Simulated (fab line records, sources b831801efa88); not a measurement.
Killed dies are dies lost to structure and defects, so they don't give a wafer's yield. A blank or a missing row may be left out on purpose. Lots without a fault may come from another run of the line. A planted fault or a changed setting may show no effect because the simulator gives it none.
Which tool is to blame?	flow sky130	Sampling: 11 lots, 33 wafers, 5 of 708 route steps

== WHAT THE GAUGES SHOWED, per wafer ==
SKY_CAP2M_THK_MEAS_04: measures by xrf.
lot	measured	on	CAP2M_TIN_THK (nm)
L937	day 39 12:47	film-metro-03	201.4 203.2 199.6
L936	day 39 15:27	film-metro-04	199.3 199.4 195.9
L938	day 40 00:26	film-metro-04	198.3 198.6 197.4
L939	day 40 05:52	film-metro-04	202.5 203.3 202.7
L942	day 41 06:35	film-metro-03	201.6 203.9 201.1
L944	day 41 21:22	film-metro-04	200.5 200.3 198.9
L945	day 42 07:01	film-metro-03	198.8 198.3 199.5
L949	day 43 09:13	film-metro-01	194.8 196.4 195.1
L954	day 44 10:56	film-metro-01	199.1 201.5 199.3
L955	day 44 14:32	film-metro-04	200.4 200.2 198.2
L959	day 46 03:29	film-metro-03	196.5 196.6 197.9

SKY_VIA4_THK_MEAS_01.
lot	measured	on	VIA4_HDPCVD_THK (nm)
L937	day 41 15:03	film-metro-04	1785 1761 1773
L936	day 41 18:04	film-metro-03	1775 1747 1767
L938	day 42 02:56	film-metro-04	1749 1773 1738
L939	day 42 07:35	film-metro-02	1770 1731 1771
L942	day 43 06:50	film-metro-02	1754 1759 1751
L944	day 43 21:41	film-metro-04	1732 1725 1717
L945	day 44 06:45	film-metro-02	1731 1768 1778
L949	day 45 07:25	film-metro-03	1743 1773 1748
L954	day 46 08:01	film-metro-04	2519 2565 2552 2519 2564 2550
L955	day 46 11:28	film-metro-04	2514 2520 2557 2515 2522 2558
L959	day 47 21:12	film-metro-02	1725 1708 1754

== TOOL THAT RAN EACH LOT (tool first, then ch and the chambers of the sampled wafers, then the start) ==
lot	SKY_VIA3_CMP_24	SKY_METAL4_STRIP_19	SKY_VIA4_HDPCVD_00
L937	cmp-01 ch 1,2, day 39 12:05	plasma-asher-03 ch 0,1, day 41 14:15	hdpcvd-01 ch 0,2, day 41 14:52
L936	cmp-02 ch 0,1,3, day 39 14:47	plasma-asher-02 ch 0,1, day 41 17:15	hdpcvd-01 ch 0,1,2, day 41 17:53
L938	cmp-02 ch 0,2,3, day 39 23:46	plasma-asher-01 ch 0,1, day 42 02:10	hdpcvd-01 ch 0,1,2, day 42 02:45
L939	cmp-02 ch 0,1,3, day 40 05:05	plasma-asher-01 ch 0,1, day 42 06:48	hdpcvd-01 ch 1,2, day 42 07:24
L942	cmp-01 ch 0,2,3, day 41 05:55	plasma-asher-01 ch 0,1, day 43 06:03	hdpcvd-02 ch 1,2, day 43 06:38
L944	cmp-02 ch 0,2,3, day 41 20:41	plasma-asher-01 ch 0,1, day 43 20:54	hdpcvd-02 ch 0,1,2, day 43 21:29
L945	cmp-02 ch 0,2,3, day 42 06:18	plasma-asher-02 ch 0,1, day 44 05:57	hdpcvd-01 ch 1,2, day 44 06:34
L949	cmp-01 ch 2,3, day 43 08:26	plasma-asher-01 ch 0,1, day 45 06:36	hdpcvd-01 ch 1,2, day 45 07:14
L954	cmp-01 ch 0,2,3, day 44 10:17	plasma-asher-02 ch 1, day 46 06:37	hdpcvd-01 ch 1,2, day 46 07:44
L955	cmp-02 ch 0,3, day 44 13:45	plasma-asher-01 ch 0,1, day 46 10:22	hdpcvd-01 ch 0,2, day 46 11:16
L959	cmp-01 ch 0,1,3, day 46 02:42	plasma-asher-02 ch 0, day 47 20:23	hdpcvd-02 ch 0,1,2, day 47 21:01
- SKY_VIA3_CMP_24: polishes, stops on SiO2, t overpolish 20 s, target thk 0 nm.
- SKY_METAL4_STRIP_19: strips in O2/N2.
- SKY_VIA4_HDPCVD_00: deposits SiO2, target thk 1750 nm, time 291.7 s.

== AS READ BY THE TOOLS THEMSELVES (means over the sampled wafers that have a number; for cases with no such wafer, the mark the record gives instead) ==
SKY_VIA3_CMP_24.
lot	tool	motor-current-A (A)	overpolish-run-s (s)	time-to-endpoint-s (s)
L937	cmp-01	11.6	19.998	92
L936	cmp-02	11.6	20.000	92
L938	cmp-02	11.5	19.988	96
L939	cmp-02	11.4	20.003	92
L942	cmp-01	10.7	20.004	92
L944	cmp-02	11.6	20.000	92
L945	cmp-02	11.3	19.995	88
L949	cmp-01	11.6	19.999	89
L954	cmp-01	10.6	20.002	96
L955	cmp-02	12.1	20.008	94
L959	cmp-01	10.3	20.001	93

SKY_METAL4_STRIP_19.
lot	tool	drypump-motor-current-A (A)	oes-product-au (a.u.)	strip-time-to-endpoint-s (s)
L937	plasma-asher-03	6.05	0.497	6.47
L936	plasma-asher-02	5.75	0.502	6.64
L938	plasma-asher-01	5.66	0.508	6.63
L939	plasma-asher-01	5.68	0.501	6.42
L942	plasma-asher-01	5.68	0.496	6.45
L944	plasma-asher-01	5.66	0.498	6.45
L945	plasma-asher-02	5.84	0.509	6.58
L949	plasma-asher-01	5.65	0.502	6.54
L954	plasma-asher-02	5.88	0.502	6.56
L955	plasma-asher-01	5.71	0.508	6.57
L959	plasma-asher-02	5.70	0.498	6.46

SKY_VIA4_HDPCVD_00.
lot	tool	run-length-s (s)
L937	hdpcvd-01	318.9
L936	hdpcvd-01	318.9
L938	hdpcvd-01	318.9
L939	hdpcvd-01	318.9
L942	hdpcvd-02	320.3
L944	hdpcvd-02	320.0
L945	hdpcvd-01	319.0
L949	hdpcvd-01	319.1
L954	hdpcvd-01	451.8
L955	hdpcvd-01	452.0
L959	hdpcvd-02	319.9

== THE ANSWER, worked out from the rows above alone ==
Rule: the usual values come from the lots themselves. Put in order of their means at a reading, lots are off if they are a third of the lots or fewer, leave a main group of 4 or more, and stand apart from it by a gap of 3 or more times the standard deviation of the main group's means; of several such gaps the widest counts. The tables above print the reading to a certain number of digits; a main group whose means all agree to those digits is not used. Also off: a lot with no number at a reading for which 4 or more lots have one. The other lots that the step has rows for count as sound. The gauges are gone through in route order, then the tools' own readings, and for those a lot's mean is taken as printed above. At the first step where some lot is off, the reading lying furthest off is the one used; lots without a number count as furthest.
Off: at SKY_VIA4_THK_MEAS_01 (VIA4_HDPCVD_THK), L954, L955. Mean 1752 nm and standard deviation 15 in the main group.
If a tool, at a process step before that reading, ran all the lots that are off and no sound lot after the first of them, it fits. Not tried: the gauges at SKY_VIA4_THK_MEAS_01; whatever is off there is also off at SKY_VIA4_HDPCVD_00, on other tools, and gauge error can't account for it. One fits: hdpcvd-01 at SKY_VIA4_HDPCVD_00. Its last sound lot is L949 (day 45 07:14), its first lot that is off L954 (day 46 07:44): a fault that began between those two fits.
On the lots that are off, the tool's own readings at SKY_VIA4_HDPCVD_00 differ by more than 5 times the standard deviation of the sound lots' means, which bears it out; run-length-s reads 451.9 s there versus 319.3 s on the sound lots.

== WHAT THE SIMULATOR HAD PUT IN ==
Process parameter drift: hdpcvd-01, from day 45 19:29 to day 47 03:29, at SKY_VIA4_HDPCVD_00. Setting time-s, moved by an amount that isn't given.
Shown lots that were struck: L954, L955. The same result came from the rule above.
